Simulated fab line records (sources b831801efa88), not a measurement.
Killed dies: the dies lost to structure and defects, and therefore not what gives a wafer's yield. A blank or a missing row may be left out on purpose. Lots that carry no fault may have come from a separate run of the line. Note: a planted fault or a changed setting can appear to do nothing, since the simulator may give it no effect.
A struck lot beside a sound one + flow sky130 + 17 steps out of a route of 708
Sound: wafers L791.2, L791.4, L791.5. Struck: wafer L784.3 (L784.1, L784.2, from the same lot, were not struck and are left out); the cause is given at the end.
Per side, at each step with rows, come the tool, then ch with its chambers, and then its first start. Under that, the readings that differ: sound wafers + struck wafers + difference of the means + sigmas: that difference in standard deviations of wafers without a fault.
alike: words and numbers the same on both sides, and readings whose means are apart by under 2 such deviations; not compared: readings that were withheld, readings missing a value for some wafer, numbers with overlapping values and no deviation given by the record, and bounds like >300 which may hide the same value.
A row with sigmas, a row that says differs or no value, or rows on one side alone: a step with any of these is where the two part. When numbers do not overlap yet have no deviation, they are printed without sigmas and do not part them. A reading missing from all wafers of one side parts the sides only when that side holds two or more wafers.

SKY_VT_ADJUST_HVTP_OVL_MEAS_08:
  sound: overlay-02 at day 11 12:01; struck: overlay-01 at day 9 15:20
  alike: VT_ADJUST_HVTP_OVL
then, 1 step without rows for these wafers: SKY_VT_ADJUST_HVTP_IMPLANT_09.
SKY_VT_ADJUST_HVTP_STRIP_10: strips in O2/N2.
  sound on plasma asher-02 ch 0,1, day 11 12:11; struck on plasma asher-04 ch 0, day 9 15:32
  alike: drypump motor current A, oes product au, strip time to endpoint s
  not compared: rf hours counter h
SKY_VT_ADJUST_HVTP_TW_MEAS_11:
  sound: film metro-03 at day 11 12:18; struck: film metro-01 at day 9 15:38
  alike: VT_ADJUST_HVTP_TW
then, 7 steps without rows for these wafers: SKY_VT_ADJUST_LVTN_DEHYDRATE_00 (time 60 s); SKY_VT_ADJUST_LVTN_HMDS_01 (prime time 60 s); SKY_VT_ADJUST_LVTN_COAT_02 (resist thk 3000 nm); SKY_VT_ADJUST_LVTN_SOFTBAKE_03; SKY_VT_ADJUST_LVTN_EXPOSE_04 (exposes mask NWM COMPLEMENT LESS NATIVE, target cd 840 nm); SKY_VT_ADJUST_LVTN_PEB_05; SKY_VT_ADJUST_LVTN_DEVELOP_06 (develop time 60 s).
SKY_VT_ADJUST_LVTN_OVL_MEAS_07:
  sound: overlay-02 at day 12 12:58; struck: overlay-01 at day 10 14:10
  alike: VT_ADJUST_LVTN_OVL
SKY_VT_ADJUST_LVTN_IMPLANT_08:
  sound on implanter-03 ch 0, day 12 13:01; struck on implanter-04 ch 0, day 10 14:13
  alike: beam energy keV, dose ions cm2, end station pressure torr
SKY_VT_ADJUST_LVTN_STRIP_09: strips in O2/N2.
  sound on plasma asher-01 ch 0,1, day 12 13:08; struck on plasma asher-04 ch 1, day 10 14:22
  alike: drypump motor current A, oes product au, strip time to endpoint s
  not compared: rf hours counter h
SKY_VT_ADJUST_LVTN_TW_MEAS_10:
  sound: film metro-04 at day 12 13:15; struck: film metro-02 at day 10 14:28
| reading           | sound             | struck | difference | sigmas |
|-------------------|-------------------|--------|------------|--------|
| VT_ADJUST_LVTN_TW | 238.7 237.9 239.9 | 232.4  | -6.4       | -3     |
then, 1 step without rows for these wafers: SKY_VT_ADJUST_LVTN_DEHYDRATE_11 (time 60 s).
-- here the record skips 39 days between the struck wafers' starts before and after, leaving off in module VT_ADJUST_LVTN and picking up in module PAD_OPEN (first step shown: number 708 of the route) --
SKY_PAD_OPEN_PROBE_99:
  sound: prober-02 at day 50 14:25; struck: prober-01 at day 49 05:35
| reading                                 | sound                     | struck  | difference | sigmas |
|-----------------------------------------|---------------------------|---------|------------|--------|
| model.etest.nfet_01v8.drive ua um range | 7.874 9.903 7.352         | 20.95   | +12.57     |        |
| model.etest.nfet_01v8.vt v range        | 0.01209 0.005606 0.009382 | 0.02032 | +0.01129   |        |
  alike: killed_at_M0_to_M3, killed_at_M4_up, killed at contacts, killed at front end, killed at other, killed dies, killed open, killed short

## WHERE THEY PART
At SKY_VT_ADJUST_LVTN_TW_MEAS_10 and nowhere else, as far as this record goes. Later steps at which nothing parts them and some readings are alike: SKY_PAD_OPEN_PROBE_99.

WHY: the cause the simulator had injected
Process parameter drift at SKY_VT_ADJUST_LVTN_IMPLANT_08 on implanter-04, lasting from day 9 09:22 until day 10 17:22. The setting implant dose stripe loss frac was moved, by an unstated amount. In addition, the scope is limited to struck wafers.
